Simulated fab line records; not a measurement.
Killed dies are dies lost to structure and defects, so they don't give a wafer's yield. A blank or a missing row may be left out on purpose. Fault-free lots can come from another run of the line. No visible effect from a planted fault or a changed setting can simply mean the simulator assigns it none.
Which tool is to blame?    flow gf180mcu    42 wafers from 14 lots sampled at 3 of the route's 602 steps

== WHAT EACH GAUGE READ, for each wafer ==
GF_SALICIDE_THK_MEAS_05: measures by xrf.
lot   measured      on             SALICIDE_TIN_THK (nm)
L904  day 15 02:14  film metro-04  19.94 19.84 20.13
L905  day 15 07:26  film metro-04  20.45 20.43 20.31
L906  day 15 23:01  film metro-03  20.08 20.66 20.33
L907  day 16 05:50  film metro-01  20.06 20.45 20.07
L911  day 17 16:38  film metro-03  20.02 20.65 20.58
L914  day 18 21:35  film metro-04  20.10 20.10 20.26
L917  day 19 20:44  film metro-04  20.42 20.17 19.90
L919  day 20 23:35  film metro-01  19.91 20.53 20.01
L920  day 21 06:04  film metro-04  19.96 19.80 19.95
L921  day 21 07:26  film metro-01  20.10 20.24 20.33
L923  day 22 04:22  film metro-04  20.10 20.18 20.26
L924  day 22 07:28  film metro-04  20.21 20.11 19.95
L926  day 23 01:08  film metro-04  20.10 19.89 20.17
L927  day 23 08:37  film metro-04  20.45 20.23 20.05

GF_CONTACT_CD_MEAS_14: the cd target is 220 nm.
lot   measured      on         cd nm (nm)
L904  day 16 01:07  cd sem-01  219.1 219.6 219.7
L905  day 16 07:07  cd sem-01  218.2 219.4 220.5
L906  day 16 22:12  cd sem-02  220.6 220.0 219.4
L907  day 17 04:52  cd sem-02  219.5 219.3 219.7
L911  day 18 17:40  cd sem-01  221.3 221.2 221.7
L914  day 19 21:50  cd sem-01  218.1 216.6 217.6
L917  day 20 23:45  cd sem-01  219.7 219.8 221.5
L919  day 21 23:25  cd sem-01  219.1 218.2 219.3
L920  day 22 06:20  cd sem-01  219.7 219.1 219.5
L921  day 22 08:19  cd sem-01  221.0 220.4 221.2
L923  day 23 05:00  cd sem-01  219.6 220.5 221.1
L924  day 23 07:45  cd sem-01  219.9 216.9 217.3
L926  day 24 01:09  cd sem-02  218.6 219.3 218.9
L927  day 24 08:07  cd sem-02  220.2 219.5 221.2

== WHAT TOOL EACH LOT RAN ON (gives the tool, then ch and the chambers of the sampled wafers, and finally the start) ==
lot   GF_SALICIDE_RTA_08
L904  rtp anneal-02 ch 0, day 15 02:30
L905  rtp anneal-01 ch 0, day 15 07:41
L906  rtp anneal-01 ch 0, day 15 23:16
L907  rtp anneal-02 ch 0, day 16 06:05
L911  rtp anneal-02 ch 0, day 17 16:55
L914  rtp anneal-02 ch 0, day 18 21:51
L917  rtp anneal-01 ch 0, day 19 21:01
L919  rtp anneal-02 ch 0, day 20 23:50
L920  rtp anneal-01 ch 0, day 21 06:20
L921  rtp anneal-02 ch 0, day 21 07:41
L923  rtp anneal-02 ch 0, day 22 04:37
L924  rtp anneal-02 ch 0, day 22 07:43
L926  rtp anneal-02 ch 0, day 23 01:24
L927  rtp anneal-01 ch 0, day 23 08:54
- GF_SALICIDE_RTA_08: time 30 s.

== AS READ BY THE TOOLS THEMSELVES (means over the sampled wafers that have a number; for cases with no such wafer, the mark the record gives instead) ==
GF_SALICIDE_RTA_08.
lot   tool           lamp power pct (%)  run length s (s)  wafer_temp_C_max
L904  rtp anneal-02  15.7                58.6              807.3
L905  rtp anneal-01  16.8                59.1              801.8
L906  rtp anneal-01  16.8                59.1              801.6
L907  rtp anneal-02  15.8                58.5              806.9
L911  rtp anneal-02  15.8                94.1              806.5
L914  rtp anneal-02  15.7                93.9              806.6
L917  rtp anneal-01  16.8                59.2              801.7
L919  rtp anneal-02  15.8                58.7              805.7
L920  rtp anneal-01  16.8                59.1              802.5
L921  rtp anneal-02  15.7                58.7              806.6
L923  rtp anneal-02  15.7                58.5              806.0
L924  rtp anneal-02  15.7                58.7              805.7
L926  rtp anneal-02  15.7                58.6              806.7
L927  rtp anneal-01  16.8                59.1              802.1

== THE ANSWER, worked out from the rows above alone ==
Rule: the usual values come from the lots themselves. Put in order of their means at a reading, lots are off if they are a third of the lots or fewer, leave a main group of 4 or more, and stand apart from it by a gap of 3 or more times the standard deviation of the main group's means; of several such gaps the widest counts. A main group whose means are all the same, to the digits that the tables above print for the reading, isn't used. Also off: a lot with no number at a reading for which 4 or more lots have one. The other lots that the step has rows for count as sound. Order of review: gauges by route order, followed by the tools' own readings, for which a lot's mean as printed above is used. The first step at which some lot is off is used, and at that step the reading that is off furthest; a lot without a number counts as furthest.
Off: L911, L914 (GF_SALICIDE_RTA_08, run length s). Mean 58.8 s and standard deviation 0.26 in the main group.
A tool fits if, at that step or a process step before it, it ran every lot that is off, and no sound lot after the first of them. No candidate that was tried fits.

== WHAT HAD BEEN PUT IN BY THE SIMULATOR ==
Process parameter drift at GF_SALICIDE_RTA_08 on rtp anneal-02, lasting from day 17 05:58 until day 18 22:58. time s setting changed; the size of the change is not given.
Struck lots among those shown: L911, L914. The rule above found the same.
